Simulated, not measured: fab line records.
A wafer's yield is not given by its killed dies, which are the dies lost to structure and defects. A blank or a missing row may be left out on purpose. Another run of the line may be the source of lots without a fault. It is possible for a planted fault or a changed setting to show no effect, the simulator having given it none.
Chamber matching / flow sky130 / 4 sister chambers for SKY_CONTACT_CMP_27 on cmp-01
The step polishes, stops on SiO2, t overpolish 15 s, target thk 0 nm. 14 wafers are shown with their chamber, then 7 later ones without.

EACH WAFER AND ITS CHAMBER
wafer=L393.1; chamber=1; motor-current-A (A)=11.4; edge-zone-pressure-frac=1.002; overpolish-run-s (s)=15.007
wafer=L393.5; chamber=1; motor-current-A (A)=11.3; edge-zone-pressure-frac=0.998; overpolish-run-s (s)=14.991
wafer=L393.6; chamber=0; motor-current-A (A)=11.9; edge-zone-pressure-frac=1.007; overpolish-run-s (s)=15.001
wafer=L399.2; chamber=3; motor-current-A (A)=14.7; edge-zone-pressure-frac=0.988; overpolish-run-s (s)=15.025
wafer=L399.4; chamber=2; motor-current-A (A)=12.9; edge-zone-pressure-frac=0.991; overpolish-run-s (s)=15.010
wafer=L399.6; chamber=0; motor-current-A (A)=12.2; edge-zone-pressure-frac=1.001; overpolish-run-s (s)=15.002
wafer=L400.2; chamber=3; motor-current-A (A)=13.8; edge-zone-pressure-frac=1.001; overpolish-run-s (s)=15.008
wafer=L400.3; chamber=0; motor-current-A (A)=12.1; edge-zone-pressure-frac=0.995; overpolish-run-s (s)=14.999
wafer=L400.6; chamber=0; motor-current-A (A)=12.2; edge-zone-pressure-frac=0.997; overpolish-run-s (s)=14.994
wafer=L406.2; chamber=1; motor-current-A (A)=11.0; edge-zone-pressure-frac=1.004; overpolish-run-s (s)=15.008
wafer=L406.3; chamber=0; motor-current-A (A)=11.5; edge-zone-pressure-frac=1.002; overpolish-run-s (s)=15.010
wafer=L406.6; chamber=3; motor-current-A (A)=14.8; edge-zone-pressure-frac=1.000; overpolish-run-s (s)=14.997
wafer=L409.1; chamber=3; motor-current-A (A)=14.7; edge-zone-pressure-frac=0.995; overpolish-run-s (s)=15.007
wafer=L409.3; chamber=1; motor-current-A (A)=10.3; edge-zone-pressure-frac=1.001; overpolish-run-s (s)=15.004

SIGNATURES, as means of the wafers listed above
reading=motor-current-A; chamber 0=11.980; chamber 1=11.000; chamber 2=12.900; chamber 3=14.500; scatter within a chamber=0.418
reading=edge-zone-pressure-frac; chamber 0=1.00040; chamber 1=1.00125; chamber 2=0.99100; chamber 3=0.99600; scatter within a chamber=0.0046
reading=overpolish-run-s; chamber 0=15.00120; chamber 1=15.00250; chamber 2=15.01000; chamber 3=15.00925; scatter within a chamber=0.00851
Rule: for each reading, subtract the chamber's mean from the wafer's reading, divide by that reading's scatter and square the result; add these up over the readings and take the root, which gives the wafer's distance from the chamber. If the next closest chamber is less than 2 further off than the closest, the wafer can't be placed; otherwise it belongs to the closest. The scatter is the square root of a quotient: the sum, over the shown wafers, of each reading's squared deviation from its chamber's mean, divided by wafers minus chambers.

WAFERS WITHOUT THEIR CHAMBER
wafer=L409.4; motor-current-A (A)=12.3; edge-zone-pressure-frac=0.998; overpolish-run-s (s)=15.013
wafer=L412.4; motor-current-A (A)=14.4; edge-zone-pressure-frac=0.997; overpolish-run-s (s)=14.997
wafer=L412.5; motor-current-A (A)=15.0; edge-zone-pressure-frac=1.003; overpolish-run-s (s)=15.007
wafer=L412.6; motor-current-A (A)=12.0; edge-zone-pressure-frac=1.005; overpolish-run-s (s)=14.998
wafer=L413.1; motor-current-A (A)=12.8; edge-zone-pressure-frac=0.997; overpolish-run-s (s)=14.994
wafer=L413.4; motor-current-A (A)=14.8; edge-zone-pressure-frac=1.007; overpolish-run-s (s)=14.992
wafer=L413.6; motor-current-A (A)=11.9; edge-zone-pressure-frac=1.003; overpolish-run-s (s)=15.013

CHAMBER TAKEN BY EACH
wafer=L409.4; from the rows above=can't be placed: 0 or 2 or 1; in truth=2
wafer=L412.4; from the rows above=3; in truth=3
wafer=L412.5; from the rows above=3; in truth=3
wafer=L412.6; from the rows above=can't be placed: 0 or 1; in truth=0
wafer=L413.1; from the rows above=can't be placed: 0 or 2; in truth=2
wafer=L413.4; from the rows above=3; in truth=3
wafer=L413.6; from the rows above=can't be placed: 0 or 1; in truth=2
3 of 7 placed correctly. From these rows, 4 cannot be placed; in 3 the true chamber is one of the candidates. Number placed wrongly: 0.
